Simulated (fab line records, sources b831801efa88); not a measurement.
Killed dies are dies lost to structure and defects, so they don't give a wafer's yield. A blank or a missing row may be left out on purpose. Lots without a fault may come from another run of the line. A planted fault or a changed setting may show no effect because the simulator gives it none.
Which tool did it? | flow gf180mcu | 11 lots, 31 wafers sampled, at 3 steps of a route of 602

WHAT THE GAUGES READ, wafer by wafer
GF_V4_THK_MEAS_03.
lot  | measured     | on            | V4_CVD_02_THK (nm)
L419 | day 23 17:19 | film_metro-02 | 832 849 862
L420 | day 24 04:25 | film_metro-03 | 852 840 863
L421 | day 24 07:48 | film_metro-02 | 829 843 832
L424 | day 25 13:41 | film_metro-02 | 840 844 851
L427 | day 26 15:08 | film_metro-04 | 845 845 852
L428 | day 26 22:23 | film_metro-04 | 847 856 872
L435 | day 29 04:14 | film_metro-04 | 515 509
L437 | day 29 22:20 | film_metro-04 | 835 850 846
L438 | day 30 01:25 | film_metro-03 | 509 512
L440 | day 30 05:40 | film_metro-04 | 854 852 858
L441 | day 30 16:22 | film_metro-04 | 858 858 869

WHICH TOOL RAN EACH LOT (tool, then ch and the chambers of the sampled wafers, then the start)
lot  | GF_V1_ETCH_16                      | GF_V4_CVD_02
L419 | rie_diel-04 ch 1,3, day 18 08:55   | pecvd-02 ch 0,1,2, day 23 17:13
L420 | rie_diel-02 ch 0,3, day 18 21:48   | pecvd-03 ch 1,2, day 24 04:21
L421 | rie_diel-04 ch 0,1,2, day 19 00:48 | pecvd-04 ch 0,2, day 24 07:44
L424 | rie_diel-02 ch 1,2,3, day 20 11:30 | pecvd-03 ch 1,2, day 25 13:37
L427 | rie_diel-03 ch 1,2,3, day 21 16:00 | pecvd-03 ch 0,1,2, day 26 15:04
L428 | rie_diel-03 ch 0,1,3, day 22 00:02 | pecvd-04 ch 1,2, day 26 22:19
L435 | rie_diel-02 ch 0, day 24 12:04     | pecvd-03 ch 0,1, day 29 04:10
L437 | rie_diel-02 ch 1,2,3, day 25 10:11 | pecvd-02 ch 0,1,2, day 29 22:16
L438 | rie_diel-03 ch 0,2, day 25 13:17   | pecvd-03 ch 1, day 30 01:19
L440 | rie_diel-02 ch 0,3, day 25 18:02   | pecvd-04 ch 1,2, day 30 05:35
L441 | rie_diel-02 ch 1,3, day 26 07:25   | pecvd-04 ch 0,1,2, day 30 16:17
- GF_V1_ETCH_16: etches BARC in N2/H2.
- GF_V4_CVD_02: deposits SiO2 from TEOS, target thk 850 nm, time 94.851 s.

THE ANSWER, worked out from the rows above alone
Rule: what is usual is taken from the lots themselves. Put in order of their means at a reading, lots are off if they are a third of the lots or fewer, leave a main group of 4 or more, and stand apart from it by a gap of 3 or more times the standard deviation of the main group's means; of several such gaps the widest counts. A main group whose means are all the same, to the digits that the tables above print for the reading, isn't used. A lot without any number at a reading at which 4 lots or more have one is off too. The other lots that the step has rows for count as sound.
Off: L435, L438, at GF_V4_THK_MEAS_03 (V4_CVD_02_THK). The main group: mean 849 nm, standard deviation 7.7.
A tool fits if, at a process step before that reading, it ran every lot that is off, and no sound lot after the first of them. The gauges at GF_V4_THK_MEAS_03 are tried like those tools. One fits: pecvd-03 at GF_V4_CVD_02. Its last sound lot is L427 (day 26 15:04), its first lot that is off L435 (day 29 04:10): a fault that began between those two fits.

WHAT THE SIMULATOR HAD PUT IN
Process parameter drift: pecvd-03, from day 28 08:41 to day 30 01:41, at GF_V4_CVD_02. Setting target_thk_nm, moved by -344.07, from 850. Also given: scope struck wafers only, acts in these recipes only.
Lots struck among those shown: L435, L438. The rule above found the same.
